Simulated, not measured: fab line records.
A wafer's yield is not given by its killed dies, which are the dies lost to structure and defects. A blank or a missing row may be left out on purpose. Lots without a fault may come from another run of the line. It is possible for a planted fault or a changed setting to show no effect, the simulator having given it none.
fab line records ; flow sky130
record lots=6; wafers=18; last-day=50
route steps=708 shown POLY_GATE@222 PAD_OPEN@708
lots with no fault: from the same line, run without faults
start-h: hours from the record's opening day to when the first of the lot's shown wafers began ; wait-h: hours from the lot's prior step to this one ; " as in the row above ; L1.1+2: one row covering several wafers at once ; - no value, or no start given ; * or withheld: withheld ; < > ~ a bound
route shown NAME@n: a module of which the file shows steps, and the number in the route of the first ; usual: the fault-free wafers' mean and standard deviation ; same: alike in all rows ; chamber/n: place in a boat ; sites: per-site readings ; _std_site: how widely they spread, as a standard deviation ; _edge_site: inner sites' mean taken away from outer sites' mean ; radius-mm: for every site, how far away it sits from the centre of the wafer ; mask NAME#n: copy n ; behind: the last tool/chamber to shape the wafer ; hold: why the lot was held/for how many hours/how that ended ; device: whichever transistor did not switch (one of n, p or np) ; end of line: the route-end tests of the same wafers ; a step given without rows: its recipe and nothing more ; killed: dies that structure and defects cost at the first sort, which is not the same as the wafer's yield ; map: dies across one wafer; x = killed, . = not, _ = none there
set.NAME: the setting the step ran with; set.NAME@STEP: the setting that earlier step ran with ; model.NAME: the simulator's own value behind a step, which no gauge read
lots at selected steps of the route; one table per step, one row per wafer
services: the hour from which a tool's chamber was out of use, counted from the record's first day as start-h (under 0 if before that day), plus the number of hours and why
## steps
# step SKY_POLY_GATE_COAT_08
# recipe resist=KrF-thick; spin-rpm=3000; resist-thk-nm=450
# step SKY_POLY_GATE_SOFTBAKE_09
# recipe temp-c=100; time-s=90; resist=KrF-thick
# step SKY_POLY_GATE_EXPOSE_10
# recipe mask-id=P1M; na=0.68; source-shape=conventional; sigma-outer=0.6; target-cd-nm=150; dose-mj=28
# step SKY_POLY_GATE_PEB_11
# recipe peb-temp-c=withheld; peb-time-s=withheld; resist=KrF-thick
# step SKY_POLY_GATE_DEVELOP_12
# recipe develop-time-s=60; resist=KrF-thick; dev-temp-c=21
# step SKY_POLY_GATE_CD_MEAS_13
# recipe target-cd-nm=150
# usual cd-nm=149.7/1.2
lot.wafer;tool;chamber;start-h;wait-h;cd-nm
L365.1;cd-sem-01;-;380.05;-;148.5
L365.5;cd-sem-01;-;380.05;-;149.7
L365.6;cd-sem-01;-;380.05;-;148.5
L366.3;cd-sem-02;-;392.27;-;149.9
L366.4;cd-sem-02;-;392.27;-;151.4
L366.5;cd-sem-02;-;392.27;-;151.1
L367.1;cd-sem-02;-;400.17;-;151.0
L367.2;cd-sem-02;-;400.17;-;150.9
L367.3;cd-sem-02;-;400.17;-;148.9
L383.3;cd-sem-02;-;533.86;-;148.3
L383.4;cd-sem-02;-;533.86;-;149.1
L383.5;cd-sem-02;-;533.86;-;148.3
L384.2;cd-sem-02;-;556.19;-;147.9
L384.4;cd-sem-02;-;556.19;-;148.8
L384.6;cd-sem-02;-;556.19;-;147.9
L386.1;cd-sem-01;-;572.52;-;150.1
L386.4;cd-sem-01;-;572.52;-;150.8
L386.5;cd-sem-01;-;572.52;-;151.2
# step SKY_POLY_GATE_OVL_MEAS_14
# usual POLY_GATE_OVL=4/5.7
lot.wafer;tool;chamber;start-h;wait-h;POLY_GATE_OVL[nm]
L365.1;overlay-01;-;380.17;0.1;9
L365.5;overlay-01;-;380.17;0.1;2
L365.6;overlay-01;-;380.17;0.1;13
L366.3;overlay-02;-;392.37;0.1;0
L366.4;overlay-02;-;392.37;0.1;1
L366.5;overlay-02;-;392.37;0.1;-1
L367.1;overlay-01;-;400.29;0.1;2
L367.2;overlay-01;-;400.29;0.1;0
L367.3;overlay-01;-;400.29;0.1;11
L383.3;overlay-01;-;533.95;0.1;3
L383.4;overlay-01;-;533.95;0.1;1
L383.5;overlay-01;-;533.95;0.1;-3
L384.2;overlay-01;-;556.29;0.1;6
L384.4;overlay-01;-;556.29;0.1;-2
L384.6;overlay-01;-;556.29;0.1;4
L386.1;overlay-02;-;572.64;0.1;1
L386.4;overlay-02;-;572.64;0.1;-2
L386.5;overlay-02;-;572.64;0.1;-4
# step SKY_POLY_GATE_ETCH_15
# recipe chemistry=N2/H2; target=BARC; ion-energy-ev=200; source-w=500; bias-w=100; pressure-mtorr=30; n2-flow-sccm=100; h2-flow-sccm=200; stop-on=SiO2; time-s=118.5; target-depth-a=1100
# usual chamber-pressure-mTorr=30.003/0.025; drypump-motor-current-A=5.7/0.48; n2-flow-sccm=100.02/0.3; oes-product-au=0.716/0.0045; throttle-valve-pct=13.213/0.0095
lot.wafer;tool;chamber;start-h;wait-h;chamber-pressure-mTorr;drypump-motor-current-A;n2-flow-sccm;oes-product-au;rf-hours-counter-h;throttle-valve-pct
L365.1;rie-diel-02;2;380.21;0.0;29.999;5.7;100.23;0.717;0;13.212
L365.5;rie-diel-02;3;380.21;0.0;30.011;6.6;99.98;0.718;-;13.214
L365.6;rie-diel-02;2;380.21;0.0;29.950;5.7;100.22;0.712;-;13.214
L366.3;rie-diel-02;3;392.39;0.0;29.985;6.6;100.02;0.722;87;13.217
L366.4;rie-diel-02;0;392.39;0.0;30.010;6.1;100.54;0.712;2;13.217
L366.5;rie-diel-02;0;392.39;0.0;30.022;6.1;100.71;0.723;-;13.220
L367.1;rie-diel-04;0;400.33;0.0;30.025;6.3;100.50;0.716;69;13.213
L367.2;rie-diel-04;3;400.33;0.0;30.017;5.7;99.80;0.707;2;13.216
L367.3;rie-diel-04;1;400.33;0.0;30.031;5.5;99.66;0.710;5;13.219
L383.3;rie-diel-02;1;533.98;0.0;29.985;6.0;100.00;0.720;56;13.216
L383.4;rie-diel-02;1;533.98;0.0;30.031;6.0;100.36;0.719;-;13.223
L383.5;rie-diel-02;0;533.98;0.0;30.051;6.1;99.61;0.714;-;13.208
L384.2;rie-diel-04;2;556.32;0.0;29.999;5.2;99.72;0.717;77;13.211
L384.4;rie-diel-04;0;556.32;0.0;29.986;6.2;100.76;0.717;-;13.211
L384.6;rie-diel-04;1;556.32;0.0;30.001;5.5;99.79;0.707;-;13.188
L386.1;rie-diel-03;2;572.67;0.0;30.020;5.8;99.58;0.714;6;13.215
L386.4;rie-diel-03;2;572.67;0.0;29.959;5.8;99.84;0.707;-;13.207
L386.5;rie-diel-03;3;572.67;0.0;30.025;5.4;100.35;0.717;-;13.233
# step SKY_POLY_GATE_ETCH_16
# recipe stop-on=poly-Si; chemistry=CH3F/O2; target=Si3N4; source-w=400; bias-w=80; pressure-mtorr=25; ch3f-flow-sccm=40; O2_flow_sccm=30; time-s=147.5; target-depth-a=750
# usual O2_flow_sccm=30.00/0.094; chamber-pressure-mTorr=25.000/0.023; drypump-motor-current-A=5.7/0.48; oes-product-au=0.640/0.0053; throttle-valve-pct=10.534/0.0099
lot.wafer;tool;chamber;start-h;wait-h;O2_flow_sccm;chamber-pressure-mTorr;drypump-motor-current-A;oes-product-au;rf-hours-counter-h;throttle-valve-pct
L365.1;rie-diel-02;2;380.29;0.0;30.08;24.976;5.7;0.648;0;10.534
L365.5;rie-diel-02;3;380.29;0.0;30.03;24.982;6.6;0.634;-;10.525
L365.6;rie-diel-02;2;380.29;0.0;29.96;24.997;5.7;0.639;-;10.543
L366.3;rie-diel-02;3;392.47;0.0;29.89;25.000;6.6;0.642;87;10.532
L366.4;rie-diel-02;0;392.47;0.0;30.04;24.986;6.1;0.644;2;10.512
L366.5;rie-diel-02;0;392.47;0.0;30.09;24.990;6.0;0.642;-;10.524
L367.1;rie-diel-04;0;400.41;0.0;30.05;24.977;6.2;0.627;69;10.525
L367.2;rie-diel-04;3;400.41;0.0;30.06;25.009;5.7;0.637;2;10.543
L367.3;rie-diel-04;1;400.41;0.0;30.00;25.038;5.5;0.636;5;10.545
L383.3;rie-diel-02;1;534.06;0.0;29.95;24.972;6.0;0.634;56;10.536
L383.4;rie-diel-02;1;534.06;0.0;30.25;25.009;6.0;0.638;-;10.527
L383.5;rie-diel-02;0;534.06;0.0;30.09;25.045;6.0;0.642;-;10.531
L384.2;rie-diel-04;2;556.41;0.0;30.09;24.954;5.2;0.631;77;10.550
L384.4;rie-diel-04;0;556.41;0.0;30.03;25.014;6.2;0.629;-;10.546
L384.6;rie-diel-04;1;556.41;0.0;30.10;24.989;5.5;0.631;-;10.528
L386.1;rie-diel-03;2;572.76;0.0;29.95;24.994;5.7;0.638;6;10.531
L386.4;rie-diel-03;2;572.76;0.0;29.86;24.987;5.7;0.640;-;10.517
L386.5;rie-diel-03;3;572.76;0.0;29.84;25.004;5.3;0.632;-;10.542
# step SKY_POLY_GATE_ETCH_17
# recipe target-depth-nm=180; stop-on=SiO2; over-etch-frac=0.56667; chemistry=HBr/Cl2; target=poly-Si; icp-w=400; bias-w=100; pressure-mtorr=10; HBr_flow_sccm=150; Cl2_flow_sccm=50; time-s=70.5
# usual chamber-pressure-mTorr=10.000/0.011; drypump-motor-current-A=5.7/0.33; oes-product-au=0.983/0.0076; throttle-valve-pct=33.685/0.0095
lot.wafer;tool;chamber;start-h;wait-h;chamber-pressure-mTorr;drypump-motor-current-A;oes-product-au;rf-hours-counter-h;throttle-valve-pct
L365.1;rie-si-02;2;380.39;0.0;10.003;5.9;0.987;2;33.679
L365.5;rie-si-02;1;380.39;0.0;10.000;5.9;0.973;-;33.668
L365.6;rie-si-02;0;380.39;0.0;10.008;5.4;0.972;-;33.697
L366.3;rie-si-02;1;392.57;0.0;10.002;5.9;0.975;3;33.680
L366.4;rie-si-02;2;392.57;0.0;9.982;6.0;0.985;2;33.682
L366.5;rie-si-02;2;392.57;0.0;9.994;5.9;0.989;-;33.696
L367.1;rie-si-01;2;400.51;0.0;9.995;5.3;0.982;0;33.682
L367.2;rie-si-01;0;400.51;0.0;9.991;5.9;0.982;43;33.685
L367.3;rie-si-01;3;400.51;0.0;10.006;5.3;0.973;36;33.671
L383.3;rie-si-02;2;534.16;0.0;10.017;6.0;0.990;2;33.681
L383.4;rie-si-02;1;534.16;0.0;9.982;6.0;0.982;4;33.674
L383.5;rie-si-02;1;534.16;0.0;9.990;5.9;0.976;-;33.672
L384.2;rie-si-01;3;556.51;0.0;9.999;5.3;0.987;37;33.693
L384.4;rie-si-01;1;556.51;0.0;10.016;5.6;0.982;-;33.681
L384.6;rie-si-01;3;556.51;0.0;10.009;5.3;0.988;-;33.678
L386.1;rie-si-01;2;572.86;0.0;10.006;5.3;0.991;1;33.668
L386.4;rie-si-01;2;572.86;0.0;10.000;5.3;0.989;-;33.674
L386.5;rie-si-01;1;572.86;0.0;10.016;5.7;0.985;-;33.700
# step SKY_POLY_GATE_STRIP_18
# recipe chemistry=O2/N2; power-w=1400; pressure-mtorr=1500; platen-temp-c=withheld; o2-flow-sccm=3000; n2-flow-sccm=300; overash-fraction=0.5
# usual chamber-pressure-mTorr=1500.1/1.3; drypump-motor-current-A=5.52/0.19; n2-flow-sccm=300.2/0.97; oes-product-au=0.361/0.0049; strip-time-to-endpoint-s=3.17/0.034
lot.wafer;tool;chamber;start-h;wait-h;chamber-pressure-mTorr;drypump-motor-current-A;n2-flow-sccm;oes-product-au;rf-hours-counter-h;strip-time-to-endpoint-s
L365.1;plasma-asher-04;1;380.45;0.0;1500.2;5.21;300.1;0.367;26;3.18
L365.5;plasma-asher-04;0;380.45;0.0;1499.7;5.59;300.2;0.354;-;3.17
L365.6;plasma-asher-04;1;380.45;0.0;1499.8;5.19;300.2;0.366;-;3.20
L366.3;plasma-asher-03;0;392.66;0.1;1499.9;5.58;300.9;0.359;-;3.18
L366.4;plasma-asher-03;1;392.66;0.1;1500.2;5.75;300.7;0.363;-;3.21
L366.5;plasma-asher-03;1;392.66;0.1;1499.8;5.74;299.6;0.358;-;3.21
L367.1;plasma-asher-04;1;400.56;0.0;1499.7;5.20;298.8;0.356;28;3.16
L367.2;plasma-asher-04;0;400.56;0.0;1502.1;5.50;300.4;0.361;28;3.22
L367.3;plasma-asher-04;0;400.56;0.0;1498.3;5.57;299.9;0.356;-;3.14
L383.3;plasma-asher-03;1;534.25;0.1;1500.4;5.71;300.7;0.368;-;3.18
L383.4;plasma-asher-03;0;534.25;0.1;1498.9;5.57;300.2;0.375;-;3.22
L383.5;plasma-asher-03;0;534.25;0.1;1498.2;5.58;301.3;0.359;-;3.15
L384.2;plasma-asher-02;0;556.56;0.0;1500.4;5.33;299.5;0.366;86;3.17
L384.4;plasma-asher-02;1;556.56;0.0;1499.0;5.68;300.5;0.367;-;3.13
L384.6;plasma-asher-02;0;556.56;0.0;1500.6;5.32;300.5;0.352;-;3.14
L386.1;plasma-asher-02;1;572.91;0.0;1499.3;5.68;300.4;0.355;87;3.10
L386.4;plasma-asher-02;0;572.91;0.0;1499.5;5.34;300.4;0.361;-;3.10
L386.5;plasma-asher-02;1;572.91;0.0;1499.2;5.68;299.9;0.365;-;3.17
# step SKY_POLY_GATE_CLEAN_19
# recipe chemistry=SC1/SC2; mix=1:4:20; temp-c=70; time-s=150; dry=n2-spin
# step SKY_POLY_GATE_OXIDATION_20
# recipe temp-c=850; ambient=O2; stabilise-s=600; purge-s=300; target-thk-a=40; ox-time-s=899
# usual spike-tc-bottom-C=868.0/1.2; spike-tc-centre-C=849.9/0.95; spike-tc-lower-C=850.0/1; spike-tc-top-C=864.3/1.7; spike-tc-upper-C=850.5/0.94; tube-center-temp-C=850.01/0.079; tube_center_temp_C_max=852.2/0.38; zone-power-centre-pct=16.15/0.24; zone-power-lower-pct=16.58/0.16; zone-power-upper-pct=15.33/0.21
# same stabilise-s=600
lot.wafer;tool;chamber;start-h;wait-h;spike-tc-bottom-C;spike-tc-centre-C;spike-tc-lower-C;spike-tc-top-C;spike-tc-upper-C;tube-center-temp-C;tube_center_temp_C_max;zone-power-centre-pct;zone-power-lower-pct;zone-power-upper-pct;model.SiO2_of_POLY_GATE_OXIDATION_20.thk-nm
L365.1;furnace-02;0;380.68;0.1;869.0;851.9;851.4;867.5;851.5;850.09;852.5;15.92;16.57;15.17;4.12
L365.5;furnace-02;0;380.68;0.1;868.5;850.2;849.7;867.2;853.8;849.86;852.2;15.86;16.43;14.98;4.101
L365.6;furnace-02;0;380.68;0.1;870.3;851.9;852.5;865.6;851.8;849.94;852.4;16.02;16.29;15.38;4.147
L366.3;furnace-02;0;395.38;2.6;869.1;849.2;849.3;865.9;850.9;849.97;852.1;15.99;16.52;15.23;4.03
L366.4;furnace-02;0;395.38;2.6;870.1;849.6;848.2;866.4;851.5;849.95;851.8;16.01;16.58;15.27;4
L366.5;furnace-02;0;395.38;2.6;868.9;850.5;850.7;866.3;850.8;850.01;852.6;15.95;16.39;15.13;3.978
L367.1;furnace-01;0;403.45;2.7;869.8;850.0;849.8;865.1;849.6;849.98;852.1;16.24;16.42;15.59;3.908
L367.2;furnace-01;0;403.45;2.7;867.8;849.2;849.7;862.8;851.3;850.05;852.4;16.10;16.76;15.41;3.98
L367.3;furnace-01;0;403.45;2.7;867.4;850.6;847.4;862.9;852.1;849.88;852.0;16.12;16.79;15.40;3.939
L383.3;furnace-01;0;534.47;0.1;891.3;874.6;874.7;887.2;875.4;874.43;877.5;17.11;17.82;16.19;5.378
L383.4;furnace-01;0;534.47;0.1;892.4;873.5;875.0;886.8;875.8;874.46;877.0;17.00;17.42;16.22;5.357
L383.5;furnace-01;0;534.47;0.1;891.5;874.8;873.9;886.9;874.2;874.32;876.5;17.08;17.39;16.56;5.319
L384.2;furnace-01;0;557.59;0.9;893.3;873.5;873.0;888.7;874.2;874.4;876.0;17.29;17.56;16.36;5.352
L384.4;furnace-01;0;557.59;0.9;891.6;874.6;874.6;888.0;874.8;874.15;876.1;17.21;17.68;16.18;5.445
L384.6;furnace-01;0;557.59;0.9;890.0;873.3;874.1;887.2;876.4;874.22;876.4;17.53;17.61;16.63;5.343
L386.1;furnace-02;0;573.06;0.0;871.6;849.5;849.9;865.7;848.4;850.08;852.2;16.17;16.69;15.02;3.955
L386.4;furnace-02;0;573.06;0.0;870.1;850.0;849.9;866.1;849.9;849.91;851.5;15.67;16.72;14.93;3.998
L386.5;furnace-02;0;573.06;0.0;867.6;850.1;849.7;865.3;852.4;850.03;852.7;15.79;16.38;15.31;3.949
# step SKY_POLY_GATE_THK_MEAS_21
# recipe reads=SiO2_of_POLY_GATE_OXIDATION_20
# usual POLY_GATE_OXIDATION_THK=4.00/0.072
lot.wafer;tool;chamber;start-h;wait-h;hold;POLY_GATE_OXIDATION_THK[nm]
L365.1;film-metro-02;-;381.93;0.0;-;4.17
L365.5;film-metro-02;-;381.93;0.0;-;4.13
L365.6;film-metro-02;-;381.93;0.0;-;4.12
L366.3;film-metro-02;-;396.65;0.0;-;4.06
L366.4;film-metro-02;-;396.65;0.0;-;3.98
L366.5;film-metro-02;-;396.65;0.0;-;3.93
L367.1;film-metro-02;-;404.70;0.0;-;3.86
L367.2;film-metro-02;-;404.70;0.0;-;3.98
L367.3;film-metro-02;-;404.70;0.0;-;3.96
L383.3;film-metro-01;-;535.74;0.0;await-dispo/0.2h/release;5.40
L383.4;film-metro-01;-;535.74;0.0;await-dispo/0.2h/release;5.39
L383.5;film-metro-01;-;535.74;0.0;await-dispo/0.2h/release;5.35
L383.3;film-metro-01;-;536.03;0.3;-;5.36
L383.4;film-metro-01;-;536.03;0.3;-;5.40
L383.5;film-metro-01;-;536.03;0.3;-;5.35
L384.2;film-metro-02;-;558.85;0.0;await-dispo/0.2h/release;5.38
L384.4;film-metro-02;-;558.85;0.0;await-dispo/0.2h/release;5.47
L384.6;film-metro-02;-;558.85;0.0;await-dispo/0.2h/release;5.35
L384.2;film-metro-02;-;559.08;0.2;-;5.33
L384.4;film-metro-02;-;559.08;0.2;-;5.42
L384.6;film-metro-02;-;559.08;0.2;-;5.32
L386.1;film-metro-01;-;574.31;0.0;-;3.92
L386.4;film-metro-01;-;574.31;0.0;-;3.97
L386.5;film-metro-01;-;574.31;0.0;-;3.92
# step SKY_POLY_GATE_CD_MEAS_22
# usual cd-nm=149.7/1.6
lot.wafer;tool;chamber;start-h;wait-h;hold;cd-nm
L365.1;cd-sem-02;-;381.99;0.1;-;149.0
L365.5;cd-sem-02;-;381.99;0.1;-;151.6
L365.6;cd-sem-02;-;381.99;0.1;-;148.9
L366.3;cd-sem-01;-;396.75;0.1;-;149.2
L366.4;cd-sem-01;-;396.75;0.1;-;149.5
L366.5;cd-sem-01;-;396.75;0.1;-;150.2
L367.1;cd-sem-02;-;404.76;0.1;-;151.1
L367.2;cd-sem-02;-;404.76;0.1;-;150.6
L367.3;cd-sem-02;-;404.76;0.1;-;149.2
L383.3;cd-sem-02;-;542.18;6.1;await-dispo/5.8h/release;150.0
L383.4;cd-sem-02;-;542.18;6.1;await-dispo/5.8h/release;151.7
L383.5;cd-sem-02;-;542.18;6.1;await-dispo/5.8h/release;149.1
L384.2;cd-sem-01;-;564.62;5.5;await-dispo/5.5h/release;149.2
L384.4;cd-sem-01;-;564.62;5.5;await-dispo/5.5h/release;148.1
L384.6;cd-sem-01;-;564.62;5.5;await-dispo/5.5h/release;148.6
L386.1;cd-sem-02;-;574.37;0.1;-;149.3
L386.4;cd-sem-02;-;574.37;0.1;-;149.8
L386.5;cd-sem-02;-;574.37;0.1;-;149.1
# step SKY_PAD_OPEN_PROBE_99
# usual killed_at_M0_to_M3=45/6.8; killed_at_M4_up=3.2/1.6; killed-at-contacts=24/5.1; killed-at-front-end=14/4.4; killed-at-other=0.4/0.65; killed-dies=87/8.8; killed-open=47/7.2; killed-short=39/6.1
# same gross-dies=492; killed-at-back-side=0
lot.wafer;tool;chamber;start-h;wait-h;killed_at_M0_to_M3;killed_at_M4_up;killed-at-contacts;killed-at-front-end;killed-at-other;killed-dies;killed-open;killed-short;model.etest.tip-p.rs-ohm-sq;model.etest.tip-sonos.rs-ohm-sq;model.etest.res-pdiff.line-ohm-um;model.etest.tip-n.rs-ohm-sq;model.etest.res-pdiff.rs-ohm-sq;model.etest.res-pdiff-hv.rs-ohm-sq;model.etest.res-ndiff.rs-ohm-sq
L365.1;prober-01;-;1079.94;0.1;54;1;20;14;1;90;50;40;6911;2603;1333;447.2;196.9;189.7;119.5
L365.5;prober-01;-;1080.14;0.2;41;2;25;9;0;77;36;41;6882;2591;1335;446.2;195.5;188.9;120
L365.6;prober-01;-;1080.19;0.2;49;2;25;10;1;87;48;39;6976;2601;1344;449.9;196.8;190.2;120.2
L366.3;prober-02;-;1092.99;0.2;42;4;20;27;0;93;42;48;6916;2777;1402;441.3;198.2;193.6;118.8
L366.4;prober-02;-;1093.04;0.2;42;3;35;19;1;100;53;47;6836;2730;1374;439.9;198.6;192.8;117.2
L366.5;prober-02;-;1093.09;0.2;43;6;20;19;1;89;43;45;6865;2767;1354;443;196.8;192.5;117.3
L367.1;prober-01;-;1096.24;0.1;40;1;28;12;0;81;42;39;7013;2631;1322;442.9;189.3;183.7;119.8
L367.2;prober-01;-;1096.29;0.1;48;2;39;11;0;100;62;37;6970;2681;1331;442.1;189.2;183.1;119.9
L367.3;prober-01;-;1096.34;0.2;48;2;34;7;1;92;51;41;6923;2643;1315;442.5;189.4;184.6;120.6
L383.3;prober-01;-;1193.57;0.2;41;3;20;13;0;77;39;38;7246;2819;1408;472;202.1;191.9;120
L383.4;prober-01;-;1193.62;0.2;49;2;20;17;0;88;44;44;7190;2849;1420;474.2;203.7;195.6;120.9
L383.5;prober-01;-;1193.67;0.2;55;3;30;15;0;103;51;52;7162;2845;1387;473.8;202.5;193.9;119.1
L384.2;prober-02;-;1195.17;0.1;55;5;22;10;1;93;49;44;7023;2800;1397;463.2;205.6;195.5;122.5
L384.4;prober-02;-;1195.27;0.2;44;7;23;16;0;90;51;38;6984;2831;1412;468.3;203.3;196.9;123.2
L384.6;prober-02;-;1195.37;0.2;38;1;30;6;0;75;37;37;6974;2844;1412;465;204.2;195.5;122.6
L386.1;prober-02;-;1201.32;0.1;43;2;21;18;3;87;54;33;6723;2654;1393;444;197;190.2;118.7
L386.4;prober-02;-;1201.47;0.2;42;3;21;11;0;77;45;32;6748;2712;1338;443;198.6;194;119
L386.5;prober-02;-;1201.52;0.2;34;5;19;15;0;73;42;31;6677;2643;1353;445.3;194.7;190.3;119
# killed by level:class
L365.1 VIA1:geometric-particle:open=16 CONTACT:geometric-particle:open=7 FIELD_ISO:geometric-particle:open=6 METAL1:geometric-particle:short=6 VIA2:geometric-particle:open=6 CONTACT:geometric-particle:short=5 VIA3:geometric-particle:open=5 VIA2:geometric-particle:short=4
L365.5 CONTACT:geometric-particle:open=8 VIA1:geometric-particle:short=6 VIA1:geometric-particle:open=6 VIA2:geometric-particle:short=6 CONTACT:geometric-particle:short=5 METAL1:geometric-particle:short=5 VIA2:geometric-particle:open=5 FIELD_ISO:geometric-particle:open=4
L365.6 CONTACT:geometric-particle:open=11 VIA1:geometric-particle:open=10 METAL1:geometric-particle:short=6 VIA3:geometric-particle:open=6 VIA1:geometric-particle:short=5 METAL2:geometric-particle:short=5 VIA2:geometric-particle:open=5 VIA2:geometric-particle:short=5
L366.3 VIA1:geometric-particle:open=9 POLY_GATE:geometric-particle:short=8 VIA3:geometric-particle:open=8 METAL1:geometric-particle:short=7 POLY_GATE:geometric-particle:open=6 CONTACT:geometric-particle:short=6 LI_CONTACT:geometric-particle:open=6 VIA2:geometric-particle:open=5
L366.4 CONTACT:geometric-particle:open=15 LI_CONTACT:geometric-particle:open=9 VIA3:geometric-particle:short=6 POLY_GATE:geometric-particle:open=5 METAL1:geometric-particle:short=5 VIA1:geometric-particle:short=5 VIA1:geometric-particle:open=5 FIELD_ISO:geometric-particle:open=4
L366.5 VIA1:geometric-particle:open=8 METAL1:geometric-particle:short=7 LI_CONTACT:geometric-particle:open=6 VIA3:geometric-particle:open=6 POLY_GATE:geometric-particle:short=5 POLY_GATE:geometric-particle:open=5 CONTACT:geometric-particle:open=5 VIA2:geometric-particle:open=5
L367.1 VIA1:geometric-particle:open=10 CONTACT:geometric-particle:open=9 LI_CONTACT:geometric-particle:open=8 CONTACT:geometric-particle:short=7 FIELD_ISO:geometric-particle:short=5 METAL1:geometric-particle:short=5 METAL3:geometric-particle:short=5 METAL1:geometric-particle:open=4
L367.2 CONTACT:geometric-particle:open=16 LI_CONTACT:geometric-particle:open=12 VIA1:geometric-particle:open=9 VIA2:geometric-particle:open=8 VIA3:geometric-particle:open=7 METAL2:geometric-particle:short=6 METAL3:geometric-particle:short=5 LOCAL_INTERCONNECT:geometric-particle:short=4
L367.3 VIA1:geometric-particle:open=13 LI_CONTACT:geometric-particle:open=10 CONTACT:geometric-particle:open=9 METAL2:geometric-particle:short=8 VIA3:geometric-particle:open=7 VIA1:geometric-particle:short=6 CONTACT:geometric-particle:short=5 LI_CONTACT:geometric-particle:short=4
L383.3 LI_CONTACT:geometric-particle:open=7 CONTACT:geometric-particle:open=7 VIA1:geometric-particle:open=7 VIA1:geometric-particle:short=6 VIA3:geometric-particle:short=6 FIELD_ISO:geometric-particle:open=5 VIA2:geometric-particle:open=5 METAL1:geometric-particle:short=5
L383.4 VIA1:geometric-particle:open=10 VIA2:geometric-particle:open=6 METAL1:geometric-particle:short=6 VIA3:geometric-particle:open=6 POLY_GATE:geometric-particle:open=5 LI_CONTACT:geometric-particle:open=5 CONTACT:geometric-particle:open=5 FIELD_ISO:geometric-particle:short=4
L383.5 VIA2:geometric-particle:open=12 LOCAL_INTERCONNECT:geometric-particle:short=8 METAL1:geometric-particle:short=8 VIA1:geometric-particle:open=8 FIELD_ISO:geometric-particle:short=7 CONTACT:geometric-particle:short=7 METAL3:geometric-particle:short=7 CONTACT:geometric-particle:open=7
L384.2 CONTACT:geometric-particle:open=10 LI_CONTACT:geometric-particle:open=9 VIA1:geometric-particle:short=8 VIA1:geometric-particle:open=8 METAL2:geometric-particle:short=8 VIA3:geometric-particle:open=8 VIA2:geometric-particle:open=7 METAL1:geometric-particle:short=6
L384.4 VIA2:geometric-particle:open=12 VIA1:geometric-particle:open=9 LI_CONTACT:geometric-particle:open=9 POLY_GATE:geometric-particle:short=7 METAL4:geometric-particle:short=7 CONTACT:geometric-particle:open=6 METAL1:geometric-particle:short=6 VIA3:geometric-particle:open=6
L384.6 CONTACT:geometric-particle:open=11 CONTACT:geometric-particle:short=8 METAL1:geometric-particle:short=6 VIA3:geometric-particle:open=6 VIA1:geometric-particle:open=6 VIA3:geometric-particle:short=6 METAL2:geometric-particle:short=5 LI_CONTACT:geometric-particle:open=4
L386.1 CONTACT:geometric-particle:open=14 VIA2:geometric-particle:open=11 VIA1:geometric-particle:open=9 POLY_GATE:geometric-particle:short=7 VIA1:geometric-particle:short=6 VIA3:geometric-particle:open=5 FIELD_ISO:geometric-particle:open=4 POLY_GATE:geometric-particle:open=3
L386.4 VIA1:geometric-particle:open=11 LI_CONTACT:geometric-particle:open=8 VIA2:geometric-particle:open=8 CONTACT:geometric-particle:open=6 CONTACT:geometric-particle:short=4 VIA1:geometric-particle:short=4 VIA2:geometric-particle:short=4 POLY_GATE:geometric-particle:short=3
L386.5 VIA2:geometric-particle:open=9 CONTACT:geometric-particle:open=7 LI_CONTACT:geometric-particle:open=6 POLY_GATE:geometric-particle:open=5 VIA1:geometric-particle:open=5 VIA3:geometric-particle:open=5 METAL4:geometric-particle:short=5 METAL1:geometric-particle:short=4
## services
tool;chamber;start-h;hours;kind
plasma-asher-04;-;379.93;0.5;repair
rie-si-02;-;385.75;2.8;pm
rie-diel-03;2;404.82;1.9;repair
furnace-01;-;419.20;5.0;pm
plasma-asher-03;-;421.25;9.0;pm
plasma-asher-03;-;428.92;11.5;repair
plasma-asher-03;-;431.45;0.9;repair
plasma-asher-02;-;437.72;0.9;repair
rie-diel-02;2;450.74;7.4;repair
rie-si-01;0;462.62;5.7;repair
rie-si-01;-;462.98;2.8;pm
rie-diel-04;-;468.86;5.7;repair
furnace-02;-;473.50;3.4;pm
rie-diel-02;3;476.02;3.6;repair
furnace-01;-;477.43;18.7;pm
rie-si-02;2;487.59;1.4;repair
furnace-01;-;496.12;3.4;pm
rie-diel-02;1;514.24;9.6;repair
rie-diel-04;2;517.76;15.2;repair
rie-si-01;1;519.26;6.1;repair
furnace-01;-;545.09;4.2;repair
rie-diel-04;3;547.45;15.7;repair
rie-si-01;1;548.05;3.6;repair
rie-diel-04;-;550.90;0.5;repair
## key
first-sign step=SKY_POLY_GATE_OXIDATION_20; reading=tube-center-temp-C; direction=up; sigmas=99+; usual=*; struck=*
effect step=SKY_POLY_GATE_OXIDATION_20; reading=tube_center_temp_C_max; direction=up; sigmas=64; usual=*; struck=*
effect step=SKY_POLY_GATE_THK_MEAS_21; reading=visit; direction=added
effect step=SKY_POLY_GATE_THK_MEAS_21; reading=POLY_GATE_OXIDATION_THK; direction=up; sigmas=19; usual=4.00; struck=5.39
model-effect step=SKY_POLY_GATE_OXIDATION_20; value=SiO2_of_POLY_GATE_OXIDATION_20.thk-nm; without=3.97; struck=5.366
model-effect step=SKY_PAD_OPEN_PROBE_99; value=etest.tip-p.rs-ohm-sq; without=6862; struck=7097
met-at SKY_POLY_GATE_OXIDATION_20
struck-wafers L383.3,L383.4,L383.5,L384.2,L384.4,L384.6
tester-left-out L383,L384
onset-between 403.45 534.47
fault kind=process-parameter-drift; tool=furnace-01; chamber=-; onset-h=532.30; steps=SKY_POLY_GATE_OXIDATION_20; channel=temp-c; offset=*; shape=step; end-h=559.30; acts-in=*; stated=*
# tester-left-out: of these lots the tester's yield and bins aren't shown, on N5 and GAA mostly nor the transistor test; their killed dies are dies lost to structure and defects alone, not to doping, threshold or leakage, so they don't give the yield
